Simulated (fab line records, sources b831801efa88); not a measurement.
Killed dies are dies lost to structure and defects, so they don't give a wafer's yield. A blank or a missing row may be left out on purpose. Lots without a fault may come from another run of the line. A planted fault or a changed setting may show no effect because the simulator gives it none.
Which tool did it? | flow sky130 | 6 lots, 18 wafers sampled, at 3 steps of a route of 708

WHAT THE GAUGES READ, wafer by wafer
SKY_LOCAL_INTERCONNECT_RS_MEAS_01: measures by four-point-probe.
lot  | measured     | on            | LOCAL_INTERCONNECT_TIN_RS (ohm/sq)
L806 | day 30 08:02 | film_metro-02 | 14.19 14.32 14.29
L811 | day 33 05:19 | film_metro-04 | 14.01 14.14 14.30
L818 | day 34 12:20 | film_metro-04 | 14.08 14.12 14.24
L820 | day 35 11:02 | film_metro-03 | 14.14 14.23 14.18
L822 | day 35 14:00 | film_metro-04 | 13.99 13.99 14.07
L824 | day 36 05:54 | film_metro-04 | 14.13 14.19 14.11

WHICH TOOL RAN EACH LOT (tool, then ch and the chambers of the sampled wafers, then the start)
lot  | SKY_LDD_P_SOFTBAKE_03             | SKY_RES_XHIGH_STRIP_08
L806 | litho_track-03 ch 0, day 19 12:10 | plasma_asher-01 ch 0,1, day 27 19:37
L811 | litho_track-01 ch 0, day 22 11:31 | plasma_asher-02 ch 0,1, day 30 18:16
L818 | litho_track-03 ch 0, day 24 05:19 | plasma_asher-01 ch 0,1, day 32 02:49
L820 | litho_track-03 ch 0, day 25 05:44 | plasma_asher-04 ch 0,1, day 33 02:46
L822 | litho_track-01 ch 0, day 25 11:16 | plasma_asher-04 ch 0,1, day 33 05:29
L824 | litho_track-02 ch 0, day 26 02:51 | plasma_asher-04 ch 0,1, day 33 21:22
- SKY_LDD_P_SOFTBAKE_03: time 60 s.
- SKY_RES_XHIGH_STRIP_08: strips in O2/N2.

THE ANSWER, worked out from the rows above alone
Rule: what is usual is taken from the lots themselves. Put in order of their means at a reading, lots are off if they are a third of the lots or fewer, leave a main group of 4 or more, and stand apart from it by a gap of 3 or more times the standard deviation of the main group's means; of several such gaps the widest counts. A main group whose means are all the same, to the digits that the tables above print for the reading, isn't used. A lot without any number at a reading at which 4 lots or more have one is off too. The other lots that the step has rows for count as sound.
No lot is off at any reading shown: from this, nothing can be told.

WHAT THE SIMULATOR HAD PUT IN
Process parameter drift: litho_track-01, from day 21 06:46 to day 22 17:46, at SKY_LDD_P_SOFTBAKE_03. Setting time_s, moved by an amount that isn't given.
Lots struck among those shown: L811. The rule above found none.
